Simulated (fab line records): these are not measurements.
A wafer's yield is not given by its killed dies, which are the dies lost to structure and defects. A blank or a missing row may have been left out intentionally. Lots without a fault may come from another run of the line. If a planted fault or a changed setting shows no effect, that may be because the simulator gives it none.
Struck lot and sound lot, side by side | flow gf180mcu | 14 steps out of a route of 602
Sound: the wafers L820.4, L820.5, L820.6. The struck wafers were L826.2, L826.4, L826.5. At the end, the cause is stated.
Order at every step that has rows: each side's tool, ch and its chambers, its first start. Under that, the readings that differ: sound wafers | struck wafers | difference of the means | sigmas: that difference in standard deviations of wafers without a fault.
alike: same words and numbers on both sides, and readings whose means sit less than 2 such deviations apart. not compared: any withheld reading, any reading some wafer has no value for, any bound like >300 that may hide the same value, and any number with overlapping values for which the record gives no deviation.
The two part at a step that has a row with sigmas, a row that says differs or no value, or rows on one side only. Non-overlapping numbers with no deviation appear without sigmas and do not part them. A reading that every wafer of one side lacks parts them only if that side has two wafers or more.

first, 4 steps without rows for these wafers: GF_V4_SOFTBAKE_10 (time 60 s); GF_V4_EXPOSE_11 (exposes mask Via4, target cd 260 nm); GF_V4_PEB_12 (peb time 90 s); GF_V4_DEVELOP_13 (develop time 60 s).
GF_V4_CD_MEAS_14: target cd 260 nm.
  sound on cd_sem-02 at day 25 04:01; struck on cd_sem-01 at day 26 21:43
  alike: cd_nm
GF_V4_OVL_MEAS_15:
  sound on overlay-01 at day 25 04:05; struck on overlay-01 at day 26 21:50
  alike: V4_OVL
GF_V4_ETCH_16: etches BARC in N2/H2.
  sound on rie_diel-04 ch 1,2,3, day 25 04:07; struck on rie_diel-02 ch 2,3, day 26 21:52
  alike: drypump_motor_current_A, oes_product_au, throttle_valve_pct
GF_V4_ETCH_17: etches SiO2 in C4F8/O2/Ar, stops on TiN, target depth 630 nm.
  sound: rie_diel-04 ch 1,2,3; struck: rie_diel-02 ch 2,3
  alike: oes_product_au
GF_V4_STRIP_18: strips in O2/N2.
  sound on plasma_asher-02 ch 0,1, day 25 04:16; struck on plasma_asher-04 ch 0,1, day 26 21:59
  reading                     | sound       | struck      | difference | sigmas
  drypump_motor_current_A (A) | 6.8 6.8 6.5 | 5.6 5.5 5.4 | -1.2       | -2
  alike: heater_power_w, oes_product_au
  not compared: rf_hours_counter_h
then, 2 steps without rows for these wafers: GF_V4_STRIP_19 (strips in post etch residue remover, time 1200 s); GF_V4_CLEAN_20 (cleans in DIW).
GF_V4_SPUTTER_21: material Ti, target thk 15 nm, time 80.02 s.
  sound on pvd_sputter-03 at day 25 04:46; struck on pvd_sputter-04 at day 26 22:31
  alike: cathode_dc_power_W, chamber_pressure_pa, throttle_valve_pct
GF_V4_SPUTTER_22: material TiN, target thk 10 nm, time 40 s.
  sound on pvd_sputter-03 at day 25 04:50; struck on pvd_sputter-04 at day 26 22:35
  no value came back on the struck wafers for cathode_dc_power_W (W), chamber_pressure_pa (Pa), throttle_valve_pct (%); on the sound wafers cathode_dc_power_W (W) reads 3999.5 3998.8 3999.7
GF_V4_CVD_23: deposits W, target thk 350 nm, time 104.9 s.
  sound on cvd_w-02 ch 0,1, day 25 04:55; struck on cvd_w-01 ch 0,1, day 26 22:37
  alike: heater_power_w, susceptor_temp_C

## WHERE THEY PART
At GF_V4_STRIP_18 first; at GF_V4_SPUTTER_22 last (within this record only). Later steps at which nothing parts them and some readings are alike: GF_V4_CVD_23.

WHY: what had been put in by the simulator
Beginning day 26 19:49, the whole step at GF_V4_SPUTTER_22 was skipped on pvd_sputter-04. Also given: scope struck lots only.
